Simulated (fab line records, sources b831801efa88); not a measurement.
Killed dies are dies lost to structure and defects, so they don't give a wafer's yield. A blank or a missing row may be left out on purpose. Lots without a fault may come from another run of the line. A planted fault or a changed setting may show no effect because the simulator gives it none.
Which tool did it? | flow sky130 | 12 lots, 36 wafers sampled, at 5 steps of a route of 708

WHAT THE GAUGES READ, wafer by wafer
The record holds no reading of a measuring or inspecting step that can be judged against a usual standard deviation.

WHICH TOOL RAN EACH LOT (tool, then ch and the chambers of the sampled wafers, then the start)
lot  | SKY_VIA3_CMP_24               | SKY_METAL4_SPUTTER_03        | SKY_METAL4_SPUTTER_04        | SKY_METAL5_SPUTTER_04        | SKY_PAD_OPEN_PROBE_99
L681 | cmp-01 ch 0,1,2, day 40 20:14 | pvd_sputter-02, day 40 20:31 | pvd_sputter-02, day 40 20:32 | pvd_sputter-02, day 43 22:14 | -
L680 | cmp-01 ch 0,1,3, day 40 23:33 | pvd_sputter-01, day 40 23:50 | pvd_sputter-01, day 40 23:52 | pvd_sputter-04, day 44 01:25 | prober-02, day 46 21:06
L683 | cmp-02 ch 0,1,2, day 41 03:34 | pvd_sputter-01, day 41 03:58 | pvd_sputter-01, day 41 03:59 | pvd_sputter-02, day 44 05:08 | prober-01, day 47 00:48
L682 | cmp-02 ch 0,3, day 41 03:55   | pvd_sputter-02, day 41 04:16 | pvd_sputter-02, day 41 04:17 | pvd_sputter-03, day 44 06:29 | -
L684 | cmp-01 ch 0,1,3, day 41 09:59 | pvd_sputter-01, day 41 10:22 | pvd_sputter-01, day 41 10:23 | pvd_sputter-04, day 44 11:24 | -
L685 | cmp-02 ch 0,1,2, day 41 11:45 | pvd_sputter-01, day 41 12:08 | pvd_sputter-01, day 41 12:10 | pvd_sputter-02, day 44 12:20 | prober-02, day 47 07:06
L686 | cmp-02 ch 0,3, day 42 00:19   | pvd_sputter-03, day 42 00:43 | pvd_sputter-03, day 42 00:44 | pvd_sputter-02, day 44 23:29 | prober-01, day 47 16:09
L687 | cmp-01 ch 0,1,2, day 42 13:38 | pvd_sputter-03, day 42 13:55 | pvd_sputter-03, day 42 13:56 | pvd_sputter-02, day 45 13:12 | prober-01, day 48 05:45
L693 | cmp-01 ch 0,2, day 44 03:59   | pvd_sputter-02, day 44 04:23 | pvd_sputter-02, day 44 04:24 | pvd_sputter-02, day 47 00:13 | -
L699 | cmp-01 ch 0,1,3, day 45 10:30 | pvd_sputter-01, day 45 10:47 | pvd_sputter-01, day 45 10:49 | pvd_sputter-02, day 48 04:18 | prober-01, day 50 12:08
L698 | cmp-01 ch 1,2, day 45 10:53   | pvd_sputter-03, day 45 11:16 | pvd_sputter-03, day 45 11:17 | pvd_sputter-03, day 48 04:58 | prober-02, day 50 14:00
L702 | cmp-02 ch 0,3, day 47 02:02   | pvd_sputter-03, day 47 02:25 | pvd_sputter-03, day 47 02:26 | pvd_sputter-03, day 49 12:58 | prober-02, day 51 14:40
- SKY_VIA3_CMP_24: polishes, stops on SiO2, t overpolish 20 s, target thk 0 nm.
- SKY_METAL4_SPUTTER_03: material Ti, target thk 5 nm, time 3.3 s.
- SKY_METAL4_SPUTTER_04: material TiN, target thk 70 nm, time 58.3 s.
- SKY_METAL5_SPUTTER_04: material TiN, target thk 70 nm, time 58.3 s.
- SKY_PAD_OPEN_PROBE_99

WHAT THE TOOLS THEMSELVES READ (means of the sampled wafers that have a number; where no wafer has one, the mark that the record gives instead)
SKY_VIA3_CMP_24. Usual: motor_current_A 11.3 A, standard deviation 1.2; overpolish_run_s 19.999 s, standard deviation 0.0091; time_to_endpoint_s 96 s, standard deviation 3.6.
lot  | tool   | motor_current_A (A) | overpolish_run_s (s) | time_to_endpoint_s (s) | flag
L681 | cmp-01 | 12.0                | 20.001               | 99                     |
L680 | cmp-01 | 11.7                | 19.995               | 97                     |
L683 | cmp-02 | 11.0                | 20.003               | 93                     |
L682 | cmp-02 | 11.5                | 20.010               | 97                     |
L684 | cmp-01 | 11.4                | 19.992               | 101                    |
L685 | cmp-02 | 11.2                | 20.005               | 93                     |
L686 | cmp-02 | 11.5                | 19.998               | 95                     |
L687 | cmp-01 | 12.0                | 20.003               | 101                    |
L693 | cmp-01 | 11.8                | 19.995               | 96                     |
L699 | cmp-01 | 12.0                | 19.992               | 96                     |
L698 | cmp-01 | 12.9                | 19.995               | 94                     |
L702 | cmp-02 | 11.1                | 20.009               | 98                     |

SKY_METAL4_SPUTTER_03. Usual: throttle_valve_pct 29.7 %, standard deviation 1.
lot  | tool           | throttle_valve_pct (%) | flag
L681 | pvd_sputter-02 | 28.7                   |
L680 | pvd_sputter-01 | 29.8                   |
L683 | pvd_sputter-01 | 30.7                   |
L682 | pvd_sputter-02 | 29.6                   |
L684 | pvd_sputter-01 | 30.6                   |
L685 | pvd_sputter-01 | 30.5                   |
L686 | pvd_sputter-03 | 29.5                   |
L687 | pvd_sputter-03 | 29.7                   |
L693 | pvd_sputter-02 | 29.6                   |
L699 | pvd_sputter-01 | 30.1                   |
L698 | pvd_sputter-03 | 29.6                   |
L702 | pvd_sputter-03 | 29.3                   |

SKY_METAL4_SPUTTER_04. Usual: throttle_valve_pct 29.7 %, standard deviation 1.
lot  | tool           | throttle_valve_pct (%) | flag
L681 | pvd_sputter-02 | 28.8                   |
L680 | pvd_sputter-01 | 30.0                   |
L683 | pvd_sputter-01 | 30.4                   |
L682 | pvd_sputter-02 | 29.7                   |
L684 | pvd_sputter-01 | 30.7                   |
L685 | pvd_sputter-01 | 30.6                   |
L686 | pvd_sputter-03 | 29.5                   |
L687 | pvd_sputter-03 | 29.9                   |
L693 | pvd_sputter-02 | 29.5                   |
L699 | pvd_sputter-01 | 30.1                   |
L698 | pvd_sputter-03 | 29.6                   |
L702 | pvd_sputter-03 | 29.5                   |

SKY_METAL5_SPUTTER_04. Usual: throttle_valve_pct 29.3 %, standard deviation 0.94.
lot  | tool           | throttle_valve_pct (%) | flag
L681 | pvd_sputter-02 | 28.7                   |
L680 | pvd_sputter-04 | 29.5                   |
L683 | pvd_sputter-02 | 28.5                   |
L682 | pvd_sputter-03 | 29.5                   |
L684 | pvd_sputter-04 | 30.1                   |
L685 | pvd_sputter-02 | 29.6                   |
L686 | pvd_sputter-02 | 28.8                   |
L687 | pvd_sputter-02 | 28.4                   |
L693 | pvd_sputter-02 | 29.7                   |
L699 | pvd_sputter-02 | 29.4                   |
L698 | pvd_sputter-03 | 29.9                   |
L702 | pvd_sputter-03 | 29.3                   |

SKY_PAD_OPEN_PROBE_99. Usual: defect_limited_yield 82.4 %, standard deviation 2; killed_at_M0_to_M3 43, standard deviation 6.8; killed_at_M4_up 3.1, standard deviation 1.8; killed_at_contacts 25, standard deviation 5.8; killed_at_front_end 15, standard deviation 4.2; killed_at_other 0.3, standard deviation 0.5; killed_dies 87, standard deviation 9.7; killed_on_rim 17, standard deviation 4.1; killed_open 47, standard deviation 7.3; killed_short 39, standard deviation 6.6; sort_bin_3_pad_short 0.9 %, standard deviation 0.37; sort_bin_5_function 10.4 %, standard deviation 1.4; sort_bin_6_memory 6.3 %, standard deviation 1.1; sort_n_pass 405, standard deviation 9.7; sort_yield_pct 82.4 %, standard deviation 2.
lot  | tool      | defect_limited_yield (%) | killed_at_M0_to_M3 | killed_at_M4_up | killed_at_contacts | killed_at_front_end | killed_at_other | killed_dies | killed_on_rim | killed_open | killed_short | sort_bin_3_pad_short (%) | sort_bin_5_function (%) | sort_bin_6_memory (%) | sort_n_pass | sort_yield_pct (%) | flag
L680 | prober-02 | 81.7                     | 44                 | 1.7             | 28                 | 17                  | 0.0             | 90          | 15            | 54          | 36           | 0.9                      | 10.9                    | 6.6                   | 402         | 81.7               |
L683 | prober-01 | 82.9                     | 44                 | 4.0             | 25                 | 11                  | 0.7             | 84          | 18            | 45          | 39           | 0.9                      | 9.2                     | 6.9                   | 408         | 82.9               |
L685 | prober-02 | 82.2                     | 53                 | 2.3             | 21                 | 11                  | 0.3             | 88          | 20            | 47          | 40           | 0.7                      | 10.1                    | 7.0                   | 404         | 82.2               |
L686 | prober-01 | 83.8                     | 44                 | 2.7             | 20                 | 12                  | 0.7             | 80          | 16            | 45          | 35           | 0.8                      | 9.7                     | 5.7                   | 412         | 83.8               |
L687 | prober-01 | 82.9                     | 44                 | 2.0             | 24                 | 14                  | 0.3             | 84          | 11            | 49          | 35           | 0.9                      | 9.6                     | 6.6                   | 408         | 82.9               |
L699 | prober-01 | 56.6                     | 177                | 1.7             | 20                 | 15                  | 0.0             | 213         | 36            | 41          | 30           | 2.1                      | 27.8                    | 13.4                  | 279         | 56.6               | OFF
L698 | prober-02 | 58.7                     | 172                | 5.3             | 16                 | 10                  | 0.0             | 203         | 38            | 34          | 31           | 2.8                      | 25.3                    | 13.1                  | 289         | 58.7               | OFF
L702 | prober-02 | 81.6                     | 43                 | 5.7             | 24                 | 18                  | 0.3             | 91          | 16            | 55          | 36           | 0.9                      | 11.2                    | 6.3                   | 401         | 81.6               |

THE ANSWER, worked out from the rows above alone
Rule: a lot is off if the mean of its wafers that have a number lies more than 3 standard deviations from the usual mean. A lot without any number at a reading at which 4 lots or more have one is off too. The other lots that the step has rows for count as sound. The gauges are gone through in route order, then the tools' own readings, and for those a lot's mean is taken as printed above. The first step at which some lot is off is used, and at that step the reading that is off furthest; a lot without a number counts as furthest.
Off: L699, L698, at SKY_PAD_OPEN_PROBE_99 (killed_at_M0_to_M3). Neither off nor sound, because the step has no rows for them: L681, L682, L684, L693.
A tool fits if, at that step or a process step before it, it ran every lot that is off, and no sound lot after the first of them. One fits: cmp-01 at SKY_VIA3_CMP_24. Its last sound lot is L687 (day 42 13:38), its first lot that is off L699 (day 45 10:30): a fault that began between those two fits.

WHAT THE SIMULATOR HAD PUT IN
Chamber particle source: cmp-01, from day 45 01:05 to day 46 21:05, at SKY_VIA3_CMP_24. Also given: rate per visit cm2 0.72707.
Lots struck among those shown: L699, L698. The rule above found the same.
